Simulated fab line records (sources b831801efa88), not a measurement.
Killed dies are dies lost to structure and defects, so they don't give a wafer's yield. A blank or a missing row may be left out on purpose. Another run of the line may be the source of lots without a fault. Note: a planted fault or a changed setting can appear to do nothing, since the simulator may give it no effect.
Chamber matching ; flow sky130 ; cmp-01 running SKY_CONTACT_CMP_04: 4 sister chambers
The step polishes SiO2. 4 wafers are shown with their chamber, then 10 later ones without.

== WAFERS PAIRED WITH THEIR CHAMBERS ==
wafer;chamber;motor current A (A)
L082.6;1;10.5
L084.1;2;14.0
L087.2;0;10.6
L087.3;3;13.2

== WAFERS MISSING THEIR CHAMBER ==
wafer;motor current A (A)
L087.5;11.0
L086.1;11.5
L086.2;14.9
L086.3;11.0
L092.2;13.6
L092.3;14.8
L092.4;10.7
L093.2;10.8
L093.4;11.1
L093.6;10.6

== WHICH CHAMBER EACH WENT THROUGH ==
wafer;from the rows above;in truth
L087.5;can't be placed: 0 or 1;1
L086.1;can't be placed: 0 or 1 or 3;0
L086.2;can't be placed: 2 or 3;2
L086.3;can't be placed: 0 or 1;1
L092.2;can't be placed: 2 or 3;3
L092.3;can't be placed: 2 or 3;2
L092.4;can't be placed: 0 or 1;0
L093.2;can't be placed: 0 or 1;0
L093.4;can't be placed: 0 or 1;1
L093.6;can't be placed: 0 or 1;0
Correct placement for 0 of the 10. Can't be placed from these rows: 10 (the true chamber is among the candidates in 10). Placed wrongly: 0.
How it was worked out, from the rows above alone: a wafer's distance from a chamber is the root of the sum, over the readings, of the square of ((its reading less the chamber's mean) divided by the reading's scatter). The wafer belongs to the nearest chamber; if the next one is less than 2 further off, it can't be placed. A chamber's mean is the mean of its shown wafers. The scatter (one wafer shown for each chamber): square how far every hidden wafer sits from the nearest shown wafer, average those squares and take the square root.
